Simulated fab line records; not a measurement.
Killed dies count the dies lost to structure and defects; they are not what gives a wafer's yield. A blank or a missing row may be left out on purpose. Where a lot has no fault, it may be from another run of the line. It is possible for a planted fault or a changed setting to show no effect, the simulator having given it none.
Comparing a struck lot with a sound one | flow sky130 | 15 steps out of a route of 708
Sound: wafers L475.1, L475.2, L475.4. Struck: wafers L480.1, L480.3, L480.6. Last of all comes the cause.
At each step with rows: each side's tool, then ch and its chambers, then its first start. Under that, the readings that differ: sound wafers | struck wafers | difference of the means | sigmas: that difference in standard deviations of wafers without a fault.
alike: a reading whose means differ by less than 2 such deviations, as well as words and numbers matching on both sides. not compared: withheld readings; readings where some wafer has no value; bounds like >300 that might hide an equal value; numbers whose values overlap and for which the record gives no deviation.
The two part at a step that has a row with sigmas, a row that says differs or no value, or rows on one side only. Non-overlapping numbers with no deviation appear without sigmas and do not part them. Lack of a reading on every wafer of one side parts them only where that side has two or more wafers.

first, 5 steps without rows for these wafers: SKY_LDD_LDN_COAT_02 (resist thk 1140 nm); SKY_LDD_LDN_SOFTBAKE_03 (time 60 s); SKY_LDD_LDN_EXPOSE_04 (exposes mask LDNTM, target cd 700 nm); SKY_LDD_LDN_PEB_05; SKY_LDD_LDN_DEVELOP_06 (develop time 60 s).
SKY_LDD_LDN_OVL_MEAS_07:
  sound: overlay-01 at day 24 04:50; struck: overlay-02 at day 25 21:04
  alike: LDD_LDN_OVL
then, 4 steps without rows for these wafers: SKY_LDD_LDN_IMPLANT_08; SKY_LDD_LDN_IMPLANT_09; SKY_LDD_LDN_IMPLANT_10; SKY_LDD_LDN_IMPLANT_11.
SKY_LDD_LDN_STRIP_12: strips in O2/N2.
  sound on plasma_asher-03 ch 0,1, day 24 05:29; struck on plasma_asher-04 ch 0, day 25 21:41
  reading                     | sound          | struck         | difference | sigmas
  drypump_motor_current_A (A) | 5.84 5.21 5.18 | 6.02 6.01 6.02 | +0.61      | +2
  alike: oes_product_au, strip_time_to_endpoint_s
  not compared: rf_hours_counter_h
SKY_LDD_LDN_TW_MEAS_13:
  sound: film_metro-02 at day 24 05:35; struck: film_metro-04 at day 25 21:47
  alike: LDD_LDN_TW
SKY_LDD_LDN_CLEAN_14: cleans in SC1/SC2, time 150 s.
  sound on wet_bench-01 ch 1, day 24 05:38; struck on wet_bench-01 ch 0, day 25 21:51
  no value came back on the struck wafers for bath_guard_temp_C (C), bath_heat_duty_pct (%); on the sound wafers bath_guard_temp_C (C) reads 69.8 69.5 69.6
then, 1 step without rows for these wafers: SKY_SPACER_CVD_00 (deposits Si3N4 from DCS/NH3, target thk 43.1 nm, time 740 s).
-- the record jumps here: 22 days lie between the struck wafers' starts before and after (it left off in module SPACER and takes up again in module PAD_OPEN, whose first step shown is number 708 of the route) --
SKY_PAD_OPEN_PROBE_99:
  sound: prober-02 at day 47 08:52; struck: prober-01 at day 48 08:34
  reading                                           | sound                | struck               | difference | sigmas
  model.etest.diode_nwell_sub.leak_log10_a_cm2      | -7.503 -7.641 -7.309 | -6.634 -6.661 -6.651 | +0.836     |
  model.etest.diode_dnwell_sub.leak_log10_a_cm2     | -7.34 -7.381 -7.434  | -6.783 -6.665 -6.37  | +0.779     |
  model.etest.diode_pwell_dnwell.leak_log10_a_cm2   | -7.339 -7.652 -7.576 | -7.046 -7.254 -6.845 | +0.474     |
  model.etest.diode_ndiff_pwell_hv.leak_log10_a_cm2 | -6.7 -6.866 -6.502   | -6.369 -6.327 -6.396 | +0.325     |
  model.etest.diode_pdiff_nwell_hv.leak_log10_a_cm2 | -6.448 -6.534 -6.618 | -6.155 -6.412 -6.19  | +0.281     |
  model.etest.nfet_16v.off_log10_a_um               | -13.8 -13.84 -13.85  | -13.59 -13.77 -13.57 | +0.19      |
  alike: killed_at_M0_to_M3, killed_at_M4_up, killed_at_contacts, killed_at_front_end, killed_at_other, killed_dies, killed_open, killed_short
  not compared: model.etest.pfet_16v.off_log10_a_um

WHERE THEY PART
First at SKY_LDD_LDN_STRIP_12; last, within this record, at SKY_LDD_LDN_CLEAN_14. Later steps at which nothing parts them and some readings are alike: SKY_PAD_OPEN_PROBE_99.

WHY: the cause the simulator had injected
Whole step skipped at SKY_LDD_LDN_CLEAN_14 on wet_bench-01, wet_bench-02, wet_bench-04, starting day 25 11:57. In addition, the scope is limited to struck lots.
